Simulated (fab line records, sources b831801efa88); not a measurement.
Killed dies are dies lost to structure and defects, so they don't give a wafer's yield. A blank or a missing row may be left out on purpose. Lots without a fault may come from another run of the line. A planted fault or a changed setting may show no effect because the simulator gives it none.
fab line records | flow sky130 | part 1 of 2: steps 1 to 28 of 39
record lots=5 wafers=15 last_day=50
route steps=708 shown DNWELL@42 PWDE@45 NWELL@56
lots that met no fault: from a run of the same line without faults
start_h: hours from the record's first day to the start of the lot's first wafer shown | wait_h: hours since the lot's step before | " the same as in the row above | L1.1+2: a row that stands for several wafers | - no value, or no start given | * or withheld: withheld | < > ~ a bound
route shown NAME@n: a module of which the file shows steps, and the number in the route of the first | usual: mean/standard deviation of fault-free wafers | same: alike in all rows | chamber/n: place in a boat | sites: the reading at each site | _std_site: their standard deviation | _edge_site: outer sites' mean less inner sites' | radius_mm: how far each site lies from the wafer's centre | mask NAME#n: copy n | behind: the tool/chamber that last shaped the wafer | hold: why the lot was held/for how many hours/how that ended | device: the transistor (n, p or np) that didn't switch | end of line: the same wafers' tests at the end of the route | a step without rows: its recipe alone | killed: dies lost to structure and defects at the first sort, not the wafer's yield | map: a wafer's dies, x killed, . not, _ none there
set.NAME: the setting as run; set.NAME@STEP: as run at that earlier step | model.NAME: the simulator's own value behind a step, which no gauge read
lots at some steps of the route; a table a step, a row a wafer
services: from which hour (start_h, from the record's first day; less than 0 if before it) a tool's chamber was out of use, for how many hours, and why
## steps
# step SKY_DNWELL_IMPLANT_07
# recipe species=P energy_kev=withheld dose_cm2=withheld tilt_deg=withheld
# columns lot.wafer tool chamber start_h wait_h
L078.1+2+5 implanter-04 0 77.52 -
L088.1+2+4 implanter-03 0 125.64 -
L092.2+5+6 implanter-02 0 148.45 -
L093.1+2+5 implanter-04 0 156.37 -
L096.3+4+6 implanter-04 0 168.69 -
# step SKY_DNWELL_STRIP_08
# recipe chemistry=O2/N2 power_w=1400 pressure_mtorr=1500 platen_temp_c=withheld o2_flow_sccm=3000 n2_flow_sccm=300 overash_fraction=0.5
# usual drypump_motor_current_A=5.5/0.36 oes_product_au=0.722/0.004 strip_time_to_endpoint_s=36.86/0.12
# columns lot.wafer tool chamber start_h wait_h drypump_motor_current_A oes_product_au rf_hours_counter_h strip_time_to_endpoint_s
L078.1 plasma_asher-03 1 77.67 0.1 5.0 0.721 41 36.72
L078.2 " 0 " " 5.5 0.718 41 36.66
L078.5 " 0 " " 5.5 0.718 - 36.87
L088.1 plasma_asher-04 0 125.79 0.1 6.1 0.715 31 36.95
L088.2 " 1 " " 5.7 0.716 31 36.99
L088.4 " 1 " " 5.7 0.720 - 37.00
L092.2 plasma_asher-04 1 148.57 0.1 5.7 0.723 33 37.04
L092.5 " 0 " " 6.1 0.719 - 36.96
L092.6 " 1 " " 5.7 0.723 - 36.98
L093.1 plasma_asher-03 1 156.52 0.1 4.9 0.720 4 36.85
L093.2 " 0 " " 5.5 0.716 4 37.08
L093.5 " 0 " " 5.5 0.723 - 36.98
L096.3 plasma_asher-03 1 168.82 0.1 5.0 0.725 - 37.05
L096.4 " 0 " " 5.4 0.728 - 37.09
L096.6 " 1 " " 5.0 0.726 - 37.11
# step SKY_DNWELL_TW_MEAS_09
# usual DNWELL_TW=1108/8.2
# columns lot.wafer tool chamber start_h wait_h DNWELL_TW
L078.1 film_metro-02 - 77.77 0.1 1100
L078.2 " - " " 1101
L078.5 " - " " 1108
L088.1 film_metro-03 - 125.89 0.1 1114
L088.2 " - " " 1110
L088.4 " - " " 1114
L092.2 film_metro-03 - 148.68 0.1 1114
L092.5 " - " " 1113
L092.6 " - " " 1109
L093.1 film_metro-03 - 156.62 0.1 1113
L093.2 " - " " 1108
L093.5 " - " " 1113
L096.3 film_metro-04 - 168.91 0.1 1124
L096.4 " - " " 1122
L096.6 " - " " 1126
# step SKY_PWDE_DEHYDRATE_00
# recipe temp_c=200 time_s=60
# usual resist_line_temp_C=23.00/0.1
# same time_s=60
# columns lot.wafer tool chamber start_h wait_h resist_line_temp_C
L078.1 litho_track-02 0 86.12 8.3 22.94
L078.2 " 0 " " 23.00
L078.5 " 0 " " 23.02
L088.1 litho_track-01 0 134.59 8.7 23.09
L088.2 " 0 " " 23.04
L088.4 " 0 " " 23.16
L092.2 litho_track-03 0 157.72 9.0 23.03
L092.5 " 0 " " 23.04
L092.6 " 0 " " 23.04
L093.1 litho_track-03 0 165.64 9.0 22.89
L093.2 " 0 " " 22.97
L093.5 " 0 " " 22.84
L096.3 litho_track-03 0 179.24 10.3 23.18
L096.4 " 0 " " 23.05
L096.6 " 0 " " 23.18
# step SKY_PWDE_HMDS_01
# recipe prime_time_s=60 prime_temp_c=120
# usual resist_line_temp_C=23.02/0.12
# columns lot.wafer tool chamber start_h wait_h resist_line_temp_C
L078.1 litho_track-02 0 86.27 0.1 22.95
L078.2 " 0 " " 22.92
L078.5 " 0 " " 22.95
L088.1 litho_track-01 0 134.74 0.1 23.01
L088.2 " 0 " " 22.93
L088.4 " 0 " " 22.99
L092.2 litho_track-03 0 157.87 0.1 23.23
L092.5 " 0 " " 23.24
L092.6 " 0 " " 23.13
L093.1 litho_track-03 0 165.79 0.1 22.80
L093.2 " 0 " " 22.92
L093.5 " 0 " " 23.06
L096.3 litho_track-03 0 179.39 0.1 23.10
L096.4 " 0 " " 23.00
L096.6 " 0 " " 23.08
# step SKY_PWDE_COAT_02
# recipe spin_rpm=2000 resist_thk_nm=3000
# usual resist_line_temp_C=23.04/0.12
# columns lot.wafer tool chamber start_h wait_h resist_line_temp_C
L078.1 litho_track-02 0 86.42 0.1 23.14
L078.2 " 0 " " 23.12
L078.5 " 0 " " 22.86
L088.1 litho_track-01 0 134.89 0.1 23.07
L088.2 " 0 " " 23.11
L088.4 " 0 " " 23.14
L092.2 litho_track-03 0 158.02 0.1 22.83
L092.5 " 0 " " 22.98
L092.6 " 0 " " 23.00
L093.1 litho_track-03 0 165.94 0.1 23.07
L093.2 " 0 " " 23.29
L093.5 " 0 " " 23.12
L096.3 litho_track-03 0 179.54 0.1 23.35
L096.4 " 0 " " 23.22
L096.6 " 0 " " 23.25
# step SKY_PWDE_SOFTBAKE_03
# recipe temp_c=110 time_s=withheld
# usual resist_line_temp_C=22.98/0.098
# columns lot.wafer tool chamber start_h wait_h resist_line_temp_C
L078.1 litho_track-02 0 86.57 0.1 22.95
L078.2 " 0 " " 22.94
L078.5 " 0 " " 22.91
L088.1 litho_track-01 0 135.04 0.1 22.89
L088.2 " 0 " " 23.00
L088.4 " 0 " " 22.94
L092.2 litho_track-03 0 158.17 0.1 22.90
L092.5 " 0 " " 22.89
L092.6 " 0 " " 23.09
L093.1 litho_track-03 0 166.09 0.1 22.99
L093.2 " 0 " " 22.96
L093.5 " 0 " " 23.00
L096.3 litho_track-03 0 179.71 0.1 23.07
L096.4 " 0 " " 22.91
L096.6 " 0 " " 23.07
# step SKY_PWDE_EXPOSE_04
# recipe mask_id=PWDEM na=0.6 source_shape=conventional sigma_outer=0.6 polarization=unpolarized target_cd_nm=840 dose_mj=214
# columns lot.wafer tool chamber start_h wait_h mask
L078.1+2+5 iline_stepper-01 0 - - PWDEM#0
L088.1+2+4 iline_stepper-02 0 - - PWDEM#0
L092.2+5+6 iline_stepper-01 0 - - PWDEM#0
L093.1+2+5 iline_stepper-01 0 - - PWDEM#0
L096.3+4+6 iline_stepper-02 0 - - PWDEM#0
# step SKY_PWDE_PEB_05
# recipe temp_c=115 time_s=withheld
# usual resist_line_temp_C=23.01/0.094
# columns lot.wafer tool chamber start_h wait_h resist_line_temp_C
L078.1 litho_track-02 0 - - 23.16
L078.2 " 0 " " 23.29
L078.5 " 0 " " 22.99
L088.1 litho_track-01 0 - - 23.09
L088.2 " 0 " " 22.98
L088.4 " 0 " " 23.00
L092.2 litho_track-03 0 - - 22.98
L092.5 " 0 " " 23.08
L092.6 " 0 " " 22.97
L093.1 litho_track-03 0 - - 23.03
L093.2 " 0 " " 22.94
L093.5 " 0 " " 22.80
L096.3 litho_track-03 0 - - 23.02
L096.4 " 0 " " 23.04
L096.6 " 0 " " 23.03
# step SKY_PWDE_DEVELOP_06
# recipe wall_angle_deg=90 developer=TMAH develop_time_s=60 dev_temp_c=23
# usual resist_line_temp_C=22.98/0.11
# columns lot.wafer tool chamber start_h wait_h resist_line_temp_C
L078.1 litho_track-02 0 - - 22.91
L078.2 " 0 " " 22.92
L078.5 " 0 " " 22.92
L088.1 litho_track-01 0 - - 22.97
L088.2 " 0 " " 23.13
L088.4 " 0 " " 22.99
L092.2 litho_track-03 0 - - 22.89
L092.5 " 0 " " 23.11
L092.6 " 0 " " 22.98
L093.1 litho_track-03 0 - - 23.04
L093.2 " 0 " " 22.88
L093.5 " 0 " " 23.03
L096.3 litho_track-03 0 - - 22.84
L096.4 " 0 " " 23.04
L096.6 " 0 " " 22.87
# step SKY_PWDE_OVL_MEAS_07
# usual PWDE_OVL=0.2/1.4
# columns lot.wafer tool chamber start_h wait_h PWDE_OVL[nm]
L078.1 overlay-02 - 94.77 - 0.2
L078.2 " - " " 2.5
L078.5 " - " " 2.2
L088.1 overlay-02 - 144.59 - 1.2
L088.2 " - " " 1.9
L088.4 " - " " 0.3
L092.2 overlay-02 - 168.50 - -0.3
L092.5 " - " " -0.5
L092.6 " - " " 0.6
L093.1 overlay-01 - 176.94 - -1.2
L093.2 " - " " -1.9
L093.5 " - " " -1.6
L096.3 overlay-01 - 189.65 - -2.2
L096.4 " - " " -0.7
L096.6 " - " " -2.4
# step SKY_PWDE_IMPLANT_08
# recipe species=B energy_kev=150 dose_cm2=3.6e+12 tilt_deg=withheld
# columns lot.wafer tool chamber start_h wait_h
L078.1+2+5 implanter-03 0 94.81 0.0
L088.1+2+4 implanter-03 0 144.63 0.0
L092.2+5+6 implanter-02 0 168.55 0.0
L093.1+2+5 implanter-01 0 176.98 0.0
L096.3+4+6 implanter-03 0 189.73 0.1
# step SKY_PWDE_STRIP_09
# recipe chemistry=O2/N2 power_w=1400 pressure_mtorr=1500 platen_temp_c=withheld o2_flow_sccm=3000 n2_flow_sccm=300 overash_fraction=0.5
# usual drypump_motor_current_A=5.45/0.3 oes_product_au=0.722/0.0048 strip_time_to_endpoint_s=36.85/0.12
# columns lot.wafer tool chamber start_h wait_h drypump_motor_current_A oes_product_au rf_hours_counter_h strip_time_to_endpoint_s
L078.1 plasma_asher-01 0 94.96 0.1 5.15 0.731 40 36.59
L078.2 " 1 " " 5.54 0.729 40 36.68
L078.5 " 1 " " 5.55 0.722 - 36.62
L088.1 plasma_asher-02 1 144.78 0.1 5.16 0.713 46 36.97
L088.2 " 0 " " 5.61 0.721 46 36.98
L088.4 " 1 " " 5.13 0.716 - 36.94
L092.2 plasma_asher-02 1 168.68 0.1 5.13 0.724 48 36.99
L092.5 " 1 " " 5.12 0.730 - 37.05
L092.6 " 0 " " 5.64 0.718 - 36.91
L093.1 plasma_asher-04 1 177.13 0.1 5.65 0.730 36 36.76
L093.2 " 0 " " 6.10 0.723 36 36.66
L093.5 " 1 " " 5.67 0.716 - 36.82
L096.3 plasma_asher-01 1 189.86 0.1 5.57 0.720 - 36.90
L096.4 " 0 " " 5.14 0.725 - 36.90
L096.6 " 1 " " 5.56 0.721 - 36.78
# step SKY_PWDE_TW_MEAS_10
# usual PWDE_TW=372.0/2.5
# columns lot.wafer tool chamber start_h wait_h PWDE_TW
L078.1 film_metro-04 - 95.06 0.1 375.0
L078.2 " - " " 378.9
L078.5 " - " " 374.3
L088.1 film_metro-04 - 144.88 0.1 370.8
L088.2 " - " " 370.6
L088.4 " - " " 370.5
L092.2 film_metro-02 - 168.79 0.1 369.8
L092.5 " - " " 369.7
L092.6 " - " " 370.5
L093.1 film_metro-04 - 177.23 0.1 378.9
L093.2 " - " " 373.7
L093.5 " - " " 376.0
L096.3 film_metro-02 - 189.95 0.1 368.8
L096.4 " - " " 367.6
L096.6 " - " " 369.4
# step SKY_NWELL_DEHYDRATE_03
# recipe temp_c=200 time_s=60
# usual resist_line_temp_C=23.01/0.082
# same time_s=60
# columns lot.wafer tool chamber start_h wait_h resist_line_temp_C
L078.1 litho_track-03 0 103.79 8.7 23.05
L078.2 " 0 " " 23.01
L078.5 " 0 " " 22.86
L088.1 litho_track-03 0 154.69 9.8 22.73
L088.2 " 0 " " 22.85
L088.4 " 0 " " 23.02
L092.2 litho_track-03 0 178.57 9.8 23.01
L092.5 " 0 " " 23.01
L092.6 " 0 " " 23.02
L093.1 litho_track-02 0 187.02 9.8 23.14
L093.2 " 0 " " 23.16
L093.5 " 0 " " 23.10
L096.3 litho_track-04 0 200.40 10.4 23.07
L096.4 " 0 " " 22.81
L096.6 " 0 " " 23.01
# step SKY_NWELL_HMDS_04
# recipe prime_time_s=60 prime_temp_c=120
# usual resist_line_temp_C=22.99/0.1
# columns lot.wafer tool chamber start_h wait_h resist_line_temp_C
L078.1 litho_track-03 0 103.94 0.1 23.07
L078.2 " 0 " " 23.02
L078.5 " 0 " " 23.04
L088.1 litho_track-03 0 154.84 0.1 23.03
L088.2 " 0 " " 23.09
L088.4 " 0 " " 22.96
L092.2 litho_track-03 0 178.72 0.1 22.93
L092.5 " 0 " " 22.77
L092.6 " 0 " " 22.90
L093.1 litho_track-02 0 187.17 0.1 23.09
L093.2 " 0 " " 22.96
L093.5 " 0 " " 22.92
L096.3 litho_track-04 0 200.55 0.1 23.02
L096.4 " 0 " " 22.99
L096.6 " 0 " " 23.18
# step SKY_NWELL_COAT_05
# recipe spin_rpm=2000 resist_thk_nm=3000
# usual resist_line_temp_C=23.00/0.11
# columns lot.wafer tool chamber start_h wait_h resist_line_temp_C
L078.1 litho_track-03 0 104.09 0.1 22.91
L078.2 " 0 " " 22.89
L078.5 " 0 " " 23.20
L088.1 litho_track-03 0 154.99 0.1 22.97
L088.2 " 0 " " 22.89
L088.4 " 0 " " 22.91
L092.2 litho_track-03 0 178.87 0.1 23.01
L092.5 " 0 " " 22.93
L092.6 " 0 " " 23.00
L093.1 litho_track-02 0 187.32 0.1 22.86
L093.2 " 0 " " 23.08
L093.5 " 0 " " 23.11
L096.3 litho_track-04 0 200.70 0.1 22.99
L096.4 " 0 " " 23.12
L096.6 " 0 " " 22.98
# step SKY_NWELL_SOFTBAKE_06
# recipe temp_c=110 time_s=withheld
# usual resist_line_temp_C=22.99/0.12
# columns lot.wafer tool chamber start_h wait_h resist_line_temp_C
L078.1 litho_track-03 0 104.24 0.1 23.09
L078.2 " 0 " " 22.92
L078.5 " 0 " " 22.92
L088.1 litho_track-03 0 155.14 0.1 23.17
L088.2 " 0 " " 22.94
L088.4 " 0 " " 23.05
L092.2 litho_track-03 0 179.02 0.1 23.21
L092.5 " 0 " " 23.18
L092.6 " 0 " " 23.08
L093.1 litho_track-02 0 187.47 0.1 23.03
L093.2 " 0 " " 22.94
L093.5 " 0 " " 22.98
L096.3 litho_track-04 0 200.87 0.1 23.02
L096.4 " 0 " " 23.09
L096.6 " 0 " " 23.08
# step SKY_NWELL_EXPOSE_07
# recipe mask_id=NWM na=0.6 source_shape=conventional sigma_outer=0.6 polarization=unpolarized target_cd_nm=840 dose_mj=255
# columns lot.wafer tool chamber start_h wait_h mask
L078.1+2+5 iline_stepper-02 0 - - NWM#0
L088.1+2+4 iline_stepper-01 0 - - NWM#0
L092.2+5+6 iline_stepper-02 0 - - NWM#0
L093.1+2+5 iline_stepper-02 0 - - NWM#0
L096.3+4+6 iline_stepper-01 0 - - NWM#0
# step SKY_NWELL_PEB_08
# recipe temp_c=115 time_s=withheld
# usual resist_line_temp_C=22.99/0.11
# columns lot.wafer tool chamber start_h wait_h resist_line_temp_C
L078.1 litho_track-04 0 - - 22.90
L078.2 " 0 " " 22.83
L078.5 " 0 " " 23.00
L088.1 litho_track-02 0 - - 23.15
L088.2 " 0 " " 23.09
L088.4 " 0 " " 22.99
L092.2 litho_track-04 0 - - 22.92
L092.5 " 0 " " 22.90
L092.6 " 0 " " 22.75
L093.1 litho_track-04 0 - - 22.91
L093.2 " 0 " " 22.74
L093.5 " 0 " " 22.95
L096.3 litho_track-03 0 - - 23.07
L096.4 " 0 " " 22.81
L096.6 " 0 " " 22.86
# step SKY_NWELL_DEVELOP_09
# recipe wall_angle_deg=90 developer=TMAH develop_time_s=60 dev_temp_c=23
# usual resist_line_temp_C=23.02/0.1
# columns lot.wafer tool chamber start_h wait_h resist_line_temp_C
L078.1 litho_track-04 0 - - 23.07
L078.2 " 0 " " 22.95
L078.5 " 0 " " 23.17
L088.1 litho_track-02 0 - - 22.90
L088.2 " 0 " " 22.84
L088.4 " 0 " " 22.89
L092.2 litho_track-04 0 - - 23.22
L092.5 " 0 " " 22.99
L092.6 " 0 " " 23.10
L093.1 litho_track-04 0 - - 22.94
L093.2 " 0 " " 22.94
L093.5 " 0 " " 22.95
L096.3 litho_track-03 0 - - 23.08
L096.4 " 0 " " 23.13
L096.6 " 0 " " 23.05
# step SKY_NWELL_OVL_MEAS_10
# usual NWELL_00_OVL=0.0/1.8
# columns lot.wafer tool chamber start_h wait_h NWELL_00_OVL[nm]
L078.1 overlay-02 - 113.50 - 0.9
L078.2 " - " " 3.5
L078.5 " - " " 3.1
L088.1 overlay-01 - 165.37 - -2.1
L088.2 " - " " -3.3
L088.4 " - " " -1.7
L092.2 overlay-01 - 189.10 - -0.2
L092.5 " - " " -2.7
L092.6 " - " " -1.7
L093.1 overlay-02 - 198.90 - 2.3
L093.2 " - " " 1.2
L093.5 " - " " 3.4
L096.3 overlay-02 - 210.90 - 0.9
L096.4 " - " " 0.5
L096.6 " - " " -0.5
# step SKY_NWELL_IMPLANT_11
# recipe species=P energy_kev=400 dose_cm2=1.9e+13 tilt_deg=withheld
# columns lot.wafer tool chamber start_h wait_h
L078.1+2+5 implanter-01 0 113.53 0.0
L088.1+2+4 implanter-01 0 165.41 0.0
L092.2+5+6 implanter-01 0 189.16 0.0
L093.1+2+5 implanter-03 0 198.93 0.0
L096.3+4+6 implanter-01 0 210.98 0.1
# step SKY_NWELL_IMPLANT_12
# recipe species=P energy_kev=120 dose_cm2=1.3e+12 tilt_deg=withheld
# columns lot.wafer tool chamber start_h wait_h
L078.1+2+5 implanter-01 0 113.68 0.1
L088.1+2+4 implanter-01 0 165.56 0.1
L092.2+5+6 implanter-01 0 189.31 0.1
L093.1+2+5 implanter-03 0 199.08 0.1
L096.3+4+6 implanter-01 0 211.13 0.1
# step SKY_NWELL_IMPLANT_13
# recipe species=P energy_kev=50 dose_cm2=7e+11 tilt_deg=withheld
# columns lot.wafer tool chamber start_h wait_h
L078.1+2+5 implanter-01 0 113.83 0.1
L088.1+2+4 implanter-01 0 165.71 0.1
L092.2+5+6 implanter-01 0 189.46 0.1
L093.1+2+5 implanter-03 0 199.23 0.1
L096.3+4+6 implanter-01 0 211.28 0.1
# step SKY_NWELL_STRIP_14
# recipe chemistry=O2/N2 power_w=1400 pressure_mtorr=1500 platen_temp_c=withheld o2_flow_sccm=3000 n2_flow_sccm=300 overash_fraction=0.5
# usual drypump_motor_current_A=5.33/0.24 oes_product_au=0.723/0.0043 strip_time_to_endpoint_s=36.86/0.081
# columns lot.wafer tool chamber start_h wait_h drypump_motor_current_A oes_product_au rf_hours_counter_h strip_time_to_endpoint_s
L078.1 plasma_asher-01 0 113.98 0.1 5.15 0.727 42 36.76
L078.2 " 1 " " 5.54 0.723 42 36.89
L078.5 " 0 " " 5.15 0.724 - 36.89
L088.1 plasma_asher-01 0 165.86 0.1 5.15 0.725 47 36.84
L088.2 " 1 " " 5.54 0.727 47 36.93
L088.4 " 0 " " 5.16 0.728 - 36.94
L092.2 plasma_asher-02 0 189.58 0.1 5.66 0.720 50 36.89
L092.5 " 1 " " 5.14 0.723 - 36.77
L092.6 " 0 " " 5.61 0.716 - 36.69
L093.1 plasma_asher-02 0 199.38 0.1 5.64 0.717 51 36.81
L093.2 " 1 " " 5.14 0.722 51 36.83
L093.5 " 0 " " 5.62 0.728 - 36.79
L096.3 plasma_asher-01 1 211.41 0.1 5.56 0.730 - 36.68
L096.4 " 0 " " 5.15 0.722 - 36.78
L096.6 " 1 " " 5.56 0.722 - 36.72
# step SKY_NWELL_TW_MEAS_15
# usual NWELL_TW=1811/12
# columns lot.wafer tool chamber start_h wait_h NWELL_TW
L078.1 film_metro-03 - 114.08 0.1 1804
L078.2 " - " " 1808
L078.5 " - " " 1807
L088.1 film_metro-02 - 165.96 0.1 1799
L088.2 " - " " 1796
L088.4 " - " " 1794
L092.2 film_metro-02 - 189.69 0.1 1803
L092.5 " - " " 1795
L092.6 " - " " 1792
L093.1 film_metro-03 - 199.48 0.1 1810
L093.2 " - " " 1798
L093.5 " - " " 1818
L096.3 film_metro-04 - 211.50 0.1 1820
L096.4 " - " " 1815
L096.6 " - " " 1815
# step SKY_NWELL_DEHYDRATE_16
# recipe temp_c=200 time_s=60
# usual resist_line_temp_C=22.99/0.1
# same time_s=60
# columns lot.wafer tool chamber start_h wait_h resist_line_temp_C
L078.1 litho_track-03 0 122.64 8.5 22.98
L078.2 " 0 " " 23.08
L078.5 " 0 " " 23.14
L088.1 litho_track-03 0 175.94 10.0 22.99
L088.2 " 0 " " 23.04
L088.4 " 0 " " 22.96
L092.2 litho_track-03 0 199.97 10.3 22.97
L092.5 " 0 " " 22.93
L092.6 " 0 " " 23.02
L093.1 litho_track-03 0 209.29 9.8 22.90
L093.2 " 0 " " 23.14
L093.5 " 0 " " 23.03
L096.3 litho_track-04 0 221.45 9.9 22.96
L096.4 " 0 " " 22.91
L096.6 " 0 " " 23.13
